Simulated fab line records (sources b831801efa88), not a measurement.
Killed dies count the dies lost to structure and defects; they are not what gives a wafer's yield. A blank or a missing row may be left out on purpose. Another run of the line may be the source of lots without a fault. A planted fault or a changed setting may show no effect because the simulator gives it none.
The tool behind it: which one? -- flow sky130 -- Sampling: 12 lots, 36 wafers, 2 of 708 route steps

== WHAT THE GAUGES READ, wafer by wafer ==
SKY_VIA2_RS_MEAS_22: a four-point-probe measurement.
lot,measured,on,VIA2_W_RS (ohm/sq)
L587,day 36 10:52,film-metro-04,0.275 0.272 0.261
L588,day 36 16:38,film-metro-02,0.263 0.272 0.262
L591,day 38 10:40,film-metro-02,0.274 0.278 0.276
L589,day 38 17:04,film-metro-03,0.279 0.275 0.275
L590,day 38 16:06,film-metro-04,0.278 0.268 0.270
L592,day 38 19:05,film-metro-02,0.278 0.276 0.274
L595,day 40 07:08,film-metro-02,0.271 0.276 0.268
L597,day 40 11:01,film-metro-04,0.273 0.275 0.274
L599,day 40 11:44,film-metro-03,0.273 0.268 0.275
L600,day 40 18:53,film-metro-02,0.270 0.270 0.272
L606,day 42 01:44,film-metro-04,0.270 0.279 0.273
L608,day 42 18:02,film-metro-03,0.277 0.274 0.273

== TOOL THAT RAN EACH LOT (tool first, then ch and the chambers of the sampled wafers, then the start) ==
lot,SKY_RES_PROTECT_CLEAN_09
L587,"wet-bench-04 ch 0, day 15 07:14"
L588,"wet-bench-04 ch 1, day 15 13:52"
L591,"wet-bench-04 ch 1, day 17 12:37"
L589,"wet-bench-04 ch 0, day 17 13:29"
L590,"wet-bench-01 ch 3, day 17 13:32"
L592,"wet-bench-03 ch 0, day 17 20:07"
L595,"wet-bench-01 ch 3, day 18 12:26"
L597,"wet-bench-04 ch 2, day 19 04:28"
L599,"wet-bench-04 ch 2, day 20 00:02"
L600,"wet-bench-01 ch 2, day 20 08:49"
L606,"wet-bench-01 ch 3, day 22 00:05"
L608,"wet-bench-03 ch 3, day 22 23:26"
- SKY_RES_PROTECT_CLEAN_09: cleans in SC1/SC2, time 150 s.

== WHAT THE TOOLS THEMSELVES READ (means of the sampled wafers that have a number; where no wafer has one, the mark that the record gives instead) ==
SKY_RES_PROTECT_CLEAN_09.
lot,tool,bath-guard-temp-C (C)
L587,wet-bench-04,69.7
L588,wet-bench-04,70.8
L591,wet-bench-04,70.8
L589,wet-bench-04,69.7
L590,wet-bench-01,71.1
L592,wet-bench-03,70.4
L595,wet-bench-01,70.8
L597,wet-bench-04,69.6
L599,wet-bench-04,69.4
L600,wet-bench-01,71.3
L606,wet-bench-01,70.7
L608,wet-bench-03,70.2

== THE ANSWER, worked out from the rows above alone ==
Rule: the lots themselves supply what counts as usual. The widest of any qualifying gaps counts: lots, ordered by their means at a reading, are off when they make up no more than a third of the lots, leave a main group of 4 or more, and stand apart from it by 3 or more times the standard deviation of that group's means. The tables above print the reading to a certain number of digits; a main group whose means all agree to those digits is not used. A lot without any number at a reading at which 4 lots or more have one is off too. Any other lot the step has rows for is counted as sound. Order of review: gauges by route order, followed by the tools' own readings, for which a lot's mean as printed above is used. At the first step where some lot is off, the reading lying furthest off is the one used; lots without a number count as furthest.
No lot is off on any of the readings shown, so nothing can be concluded from this.

== WHAT WAS PUT IN BY THE SIMULATOR ==
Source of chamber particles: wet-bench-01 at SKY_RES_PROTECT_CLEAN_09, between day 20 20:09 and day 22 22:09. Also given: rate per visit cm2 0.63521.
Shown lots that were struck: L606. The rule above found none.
